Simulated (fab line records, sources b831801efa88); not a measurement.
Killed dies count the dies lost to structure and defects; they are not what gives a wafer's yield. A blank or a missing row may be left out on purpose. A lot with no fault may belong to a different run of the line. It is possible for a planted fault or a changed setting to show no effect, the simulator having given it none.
Which of the tools did it? | flow gf180mcu | Sampling: 13 lots, 36 wafers, 3 of 602 route steps

== WHAT EACH GAUGE READ, for each wafer ==
GF_DNWELL_TW_MEAS_09.
lot  | measured    | on            | DNWELL_TW
L196 | day 2 19:06 | film-metro-01 | 1358 1364 1364
L197 | day 2 23:49 | film-metro-04 | 1357 1353 1355
L198 | day 3 09:10 | film-metro-04 | 1350 1353 1357
L200 | day 3 16:45 | film-metro-01 | 1362 1515
L202 | day 4 05:34 | film-metro-03 | 1514 1347
L208 | day 5 09:42 | film-metro-03 | 1528 1371
L209 | day 5 17:00 | film-metro-01 | 1367 1358 1365
L210 | day 5 21:45 | film-metro-04 | 1361 1361 1351
L212 | day 6 06:36 | film-metro-01 | 1376 1373 1365
L213 | day 6 12:14 | film-metro-03 | 1355 1354 1345
L214 | day 6 16:40 | film-metro-03 | 1350 1343 1332
L215 | day 6 23:51 | film-metro-04 | 1365 1361 1363
L219 | day 7 21:24 | film-metro-03 | 1348 1350 1351

== WHICH TOOL RAN EACH LOT (tool, then ch and the chambers of the sampled wafers, then the start) ==
lot  | GF_STI_CMP_25                | GF_DNWELL_IMPLANT_07
L196 | cmp-02 ch 0,1,2, day 2 04:02 | implanter-04 ch 0, day 2 18:52
L197 | cmp-01 ch 0,2,3, day 2 08:44 | implanter-01 ch 0, day 2 23:35
L198 | cmp-02 ch 0,1,3, day 2 15:23 | implanter-04 ch 0, day 3 08:56
L200 | cmp-01 ch 0,2, day 3 00:40   | implanter-01 ch 0, day 3 16:31
L202 | cmp-01 ch 0,2, day 3 11:53   | implanter-01 ch 0, day 4 05:19
L208 | cmp-01 ch 2,3, day 4 17:18   | implanter-01 ch 0, day 5 09:27
L209 | cmp-02 ch 0,1, day 5 00:25   | implanter-04 ch 0, day 5 16:45
L210 | cmp-02 ch 0,1,3, day 5 05:28 | implanter-02 ch 0, day 5 21:30
L212 | cmp-02 ch 0,1,3, day 5 13:23 | implanter-02 ch 0, day 6 06:21
L213 | cmp-02 ch 0,3, day 5 18:41   | implanter-02 ch 0, day 6 11:59
L214 | cmp-01 ch 0,1,2, day 5 23:17 | implanter-02 ch 0, day 6 16:25
L215 | cmp-02 ch 1,2,3, day 6 06:20 | implanter-04 ch 0, day 6 23:37
L219 | cmp-01 ch 1,2,3, day 7 01:35 | implanter-04 ch 0, day 7 21:09
- GF_STI_CMP_25: polishes, stops on Si3N4, t overpolish 33 s, target thk 524.6 nm.
- GF_DNWELL_IMPLANT_07

== WHAT THE TOOLS THEMSELVES READ (means of the sampled wafers that have a number; where no wafer has one, the mark that the record gives instead) ==
GF_STI_CMP_25.
lot  | tool   | edge-zone-pressure-frac | motor-current-A (A) | overpolish-run-s (s) | time-to-endpoint-s (s)
L196 | cmp-02 | 1.003                   | 11.3                | 32.994               | 120
L197 | cmp-01 | 1.002                   | 11.2                | 33.002               | 126
L198 | cmp-02 | 1.002                   | 12.2                | 33.008               | 122
L200 | cmp-01 | 1.000                   | 10.7                | 33.007               | 128
L202 | cmp-01 | 1.006                   | 10.7                | 33.006               | 124
L208 | cmp-01 | 1.010                   | 10.9                | 32.999               | 127
L209 | cmp-02 | 0.999                   | 11.5                | 32.991               | 116
L210 | cmp-02 | 1.006                   | 12.2                | 32.995               | 114
L212 | cmp-02 | 0.998                   | 12.3                | 32.993               | 114
L213 | cmp-02 | 0.998                   | 12.9                | 32.998               | 112
L214 | cmp-01 | 0.999                   | 11.9                | 33.010               | 125
L215 | cmp-02 | 1.000                   | 12.0                | 33.003               | 117
L219 | cmp-01 | 0.999                   | 11.9                | 32.991               | 133

GF_DNWELL_IMPLANT_07.
lot  | tool         | beam-energy-keV | beam-on-s (s) | faraday-current-uA
L196 | implanter-04 | 1500.2          | 9.95          | 56.5
L197 | implanter-01 | 1499.6          | 10.08         | 55.9
L198 | implanter-04 | 1499.9          | 9.97          | 56.6
L200 | implanter-01 | 1500.2          | 12.08         | 48.4
L202 | implanter-01 | 1499.7          | 11.86         | 49.0
L208 | implanter-01 | 1500.0          | 12.16         | 48.2
L209 | implanter-04 | 1499.2          | 10.12         | 55.8
L210 | implanter-02 | 1500.2          | 10.04         | 56.2
L212 | implanter-02 | 1500.1          | 9.83          | 57.4
L213 | implanter-02 | 1500.1          | 9.97          | 56.4
L214 | implanter-02 | 1499.9          | 9.99          | 56.6
L215 | implanter-04 | 1500.5          | 10.00         | 56.5
L219 | implanter-04 | 1499.7          | 9.96          | 56.6

== THE ANSWER, worked out from the rows above alone ==
Rule: usual is defined by the lots themselves. The widest of any qualifying gaps counts: lots, ordered by their means at a reading, are off when they make up no more than a third of the lots, leave a main group of 4 or more, and stand apart from it by 3 or more times the standard deviation of that group's means. A main group is skipped when, at the precision printed for the reading in the tables above, its means are all equal. Also off: a lot with no number at a reading for which 4 or more lots have one. The other lots that the step has rows for count as sound. First the gauges in route order, then the tools' own readings, where a lot's mean is used as printed above. The first step at which some lot is off is used, and at that step the reading that is off furthest; a lot without a number counts as furthest.
Off: at GF_DNWELL_TW_MEAS_09 (DNWELL_TW), L200, L202, L208. Mean 1357 and standard deviation 8 in the main group.
A tool fits if, at a process step before that reading, it ran every lot that is off, and no sound lot after the first of them. The gauges at GF_DNWELL_TW_MEAS_09 aren't tried: what is off there is off at GF_DNWELL_IMPLANT_07 too, on other tools, and a gauge's error can't cause that. One fits: GF_DNWELL_IMPLANT_07 on implanter-01. A fault onset in the window from L197 (day 2 23:35, its last sound lot) to L200 (day 3 16:31, its first lot off) fits.
The tool's own readings at GF_DNWELL_IMPLANT_07 bear it out: on the lots that are off they differ by more than 5 times the standard deviation of the sound lots' means. beam-on-s reads 12.03 s there against 9.99 s on the sound lots; faraday-current-uA reads 48.5 there against 56.5 on the sound lots.

== WHAT THE SIMULATOR HAD PUT IN ==
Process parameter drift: implanter-01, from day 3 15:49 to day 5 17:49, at GF_DNWELL_IMPLANT_07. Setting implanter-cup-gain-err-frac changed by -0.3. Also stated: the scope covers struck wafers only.
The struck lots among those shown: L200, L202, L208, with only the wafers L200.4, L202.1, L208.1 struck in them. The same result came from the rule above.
